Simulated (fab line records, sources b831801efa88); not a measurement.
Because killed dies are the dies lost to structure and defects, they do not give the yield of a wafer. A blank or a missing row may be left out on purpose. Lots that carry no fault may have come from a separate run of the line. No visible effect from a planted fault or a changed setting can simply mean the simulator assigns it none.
The tool behind it: which one? -- flow gf180mcu -- 13 lots, 39 wafers sampled, at 5 steps of a route of 602

## WHAT EACH GAUGE READ, for each wafer
GF_HV_LDD_TW_MEAS_23. Usual: for HV_LDD_2_TW the level is 1057 and the standard deviation is 5.4.
lot,measured,on,HV_LDD_2_TW,flag
L584,day 11 10:29,film_metro-03,1053 1050 1050,
L585,day 11 20:52,film_metro-01,1061 1058 1059,
L587,day 12 04:34,film_metro-03,1060 1059 1062,
L588,day 12 11:10,film_metro-01,1059 1048 1054,
L593,day 14 03:51,film_metro-01,974 980 978,OFF
L594,day 14 13:25,film_metro-04,987 989 986,OFF
L595,day 14 19:39,film_metro-03,1057 1055 1063,
L597,day 15 08:09,film_metro-01,1056 1053 1046,
L601,day 16 18:46,film_metro-01,1047 1053 1053,
L602,day 17 00:29,film_metro-04,1062 1066 1061,
L603,day 17 06:58,film_metro-03,1054 1052 1052,
L604,day 17 17:31,film_metro-01,1064 1060 1064,
L605,day 18 08:13,film_metro-04,1062 1058 1056,

GF_M4_CD_MEAS_14 targets a cd of 280 nm. Usual: cd_nm 279.9 nm, standard deviation 1.2.
lot,measured,on,cd_nm (nm),flag
L584,day 24 05:05,cd_sem-01,279.5 281.0 279.6,
L585,day 24 18:43,cd_sem-02,276.4 277.2 277.4,
L587,day 25 02:37,cd_sem-02,280.7 279.6 280.3,
L588,day 25 13:29,cd_sem-01,280.7 280.7 281.1,
L593,day 27 03:07,cd_sem-01,279.0 280.1 279.6,
L594,day 27 12:55,cd_sem-01,280.1 280.1 279.7,
L595,day 27 18:12,cd_sem-01,279.3 280.4 280.4,
L597,day 28 03:53,cd_sem-01,278.7 279.8 280.7,
L601,day 29 11:07,cd_sem-02,280.6 280.1 280.5,
L602,day 29 17:19,cd_sem-02,279.8 280.4 279.3,
L603,day 29 21:59,cd_sem-02,278.0 277.3 278.5,
L604,day 30 08:14,cd_sem-01,280.8 281.4 281.4,
L605,day 30 16:23,cd_sem-02,280.8 280.9 280.9,

## TOOL THAT RAN EACH LOT (tool first, then ch and the chambers of the sampled wafers, then the start)
lot,GF_HV_LDD_IMPLANT_21,GF_V1_ETCH_17,GF_V3_CMP_26
L584,"implanter-01 ch 0, day 11 10:14","rie_diel-04 ch 0,2, day 23 05:49 or earlier","cmp-02 ch 0,1, day 23 05:49"
L585,"implanter-01 ch 0, day 11 20:37","rie_diel-04 ch 0,1,3, day 23 20:00 or earlier","cmp-01 ch 0,1,2, day 23 20:00"
L587,"implanter-02 ch 0, day 12 04:19","rie_diel-03 ch 0,1,3, day 24 03:19 or earlier","cmp-02 ch 0,1,3, day 24 03:19"
L588,"implanter-01 ch 0, day 12 10:56","rie_diel-01 ch 0,2, day 24 15:36 or earlier","cmp-01 ch 2,3, day 24 15:36"
L593,"implanter-01 ch 0, day 14 03:37","rie_diel-04 ch 0,1,2, day 26 06:17 or earlier","cmp-01 ch 0,3, day 26 06:17"
L594,"implanter-01 ch 0, day 14 13:13","rie_diel-01 ch 1,2,3, day 26 16:35 or earlier","cmp-01 ch 0,3, day 26 16:35"
L595,"implanter-02 ch 0, day 14 19:24","rie_diel-04 ch 0,1,2, day 26 22:01 or earlier","cmp-02 ch 1,2,3, day 26 22:01"
L597,"implanter-02 ch 0, day 15 07:54","rie_diel-04 ch 0,2,3, day 27 07:49 or earlier","cmp-02 ch 0,1,3, day 27 07:49"
L601,"implanter-01 ch 0, day 16 18:34","rie_diel-03 ch 0,1, day 28 15:37 or earlier","cmp-01 ch 0,1,3, day 28 15:37"
L602,"implanter-04 ch 0, day 17 00:14","rie_diel-01 ch 1,2,3, day 28 22:11 or earlier","cmp-02 ch 0,2, day 28 22:11"
L603,"implanter-04 ch 0, day 17 06:45","rie_diel-01 ch 0,1, day 29 02:46 or earlier","cmp-02 ch 2,3, day 29 02:46"
L604,"implanter-02 ch 0, day 17 17:17","rie_diel-03 ch 0,2,3, day 29 13:02 or earlier","cmp-01 ch 0,1,2, day 29 13:02"
L605,"implanter-04 ch 0, day 18 07:58","rie_diel-03 ch 2,3, day 29 22:02 or earlier","cmp-02 ch 2,3, day 29 22:02"
- GF_HV_LDD_IMPLANT_21
- GF_V1_ETCH_17: etches SiO2 in C4F8/O2/Ar, stops on TiN, target depth 630 nm.
- GF_V3_CMP_26: polishes, stops on SiO2, t overpolish 15 s, target thk 0 nm.

## AS READ BY THE TOOLS THEMSELVES (means over the sampled wafers that have a number; for cases with no such wafer, the mark the record gives instead)
GF_HV_LDD_IMPLANT_21. Usual: beam_energy_keV 24.998, standard deviation 0.0082.
lot,tool,beam_energy_keV,flag
L584,implanter-01,25.001,
L585,implanter-01,25.002,
L587,implanter-02,25.001,
L588,implanter-01,25.010,
L593,implanter-01,19.141,OFF
L594,implanter-01,19.153,OFF
L595,implanter-02,24.997,
L597,implanter-02,24.991,
L601,implanter-01,25.004,
L602,implanter-04,24.986,
L603,implanter-04,24.995,
L604,implanter-02,24.994,
L605,implanter-04,25.009,

GF_V1_ETCH_17. Usual: oes_product_au 0.856 a.u., standard deviation 0.0044.
lot,tool,oes_product_au (a.u.),flag
L584,rie_diel-04,0.858,
L585,rie_diel-04,0.856,
L587,rie_diel-03,0.857,
L588,rie_diel-01,0.860,
L593,rie_diel-04,0.856,
L594,rie_diel-01,0.853,
L595,rie_diel-04,0.856,
L597,rie_diel-04,0.855,
L601,rie_diel-03,0.853,
L602,rie_diel-01,0.856,
L603,rie_diel-01,0.858,
L604,rie_diel-03,0.853,
L605,rie_diel-03,0.858,

GF_V3_CMP_26. Usual: motor_current_A 11.1 A, standard deviation 1.2; overpolish_run_s 15.000 s, standard deviation 0.009; platen_rpm 60.00 rpm, standard deviation 0.039; time_to_endpoint_s 85 s, standard deviation 3.5.
lot,tool,motor_current_A (A),overpolish_run_s (s),platen_rpm (rpm),time_to_endpoint_s (s),flag
L584,cmp-02,12.8,14.994,60.01,84,
L585,cmp-01,10.2,15.001,60.00,82,
L587,cmp-02,11.9,15.006,59.98,84,
L588,cmp-01,10.4,14.998,59.96,81,
L593,cmp-01,11.3,15.004,59.99,82,
L594,cmp-01,11.7,15.000,59.99,86,
L595,cmp-02,11.1,15.011,59.99,85,
L597,cmp-02,11.9,14.997,60.01,84,
L601,cmp-01,10.5,14.998,59.99,83,
L602,cmp-02,12.1,14.996,60.04,86,
L603,cmp-02,11.0,14.996,59.97,84,
L604,cmp-01,9.8,14.996,60.00,81,
L605,cmp-02,10.7,14.996,60.01,86,

## THE ANSWER, worked out from the rows above alone
Rule: a lot counts as off when the mean over its wafers that have a number is more than 3 standard deviations away from the usual mean. A lot without any number at a reading at which 4 lots or more have one is off too. Where the step has rows for the other lots, those lots are counted as sound. First the gauges in route order, then the tools' own readings, where a lot's mean is used as printed above. The first step at which some lot is off is used, and at that step the reading that is off furthest; a lot without a number counts as furthest.
Off: L593, L594, at GF_HV_LDD_TW_MEAS_23 (HV_LDD_2_TW).
A tool fits if, at a process step before that reading, it ran every lot that is off, and no sound lot after the first of them. Not tried: the gauges at GF_HV_LDD_TW_MEAS_23; whatever is off there is also off at GF_HV_LDD_IMPLANT_21, on other tools, and gauge error can't account for it. Not one of the candidates tried fits.

## WHAT THE SIMULATOR HAD PUT IN
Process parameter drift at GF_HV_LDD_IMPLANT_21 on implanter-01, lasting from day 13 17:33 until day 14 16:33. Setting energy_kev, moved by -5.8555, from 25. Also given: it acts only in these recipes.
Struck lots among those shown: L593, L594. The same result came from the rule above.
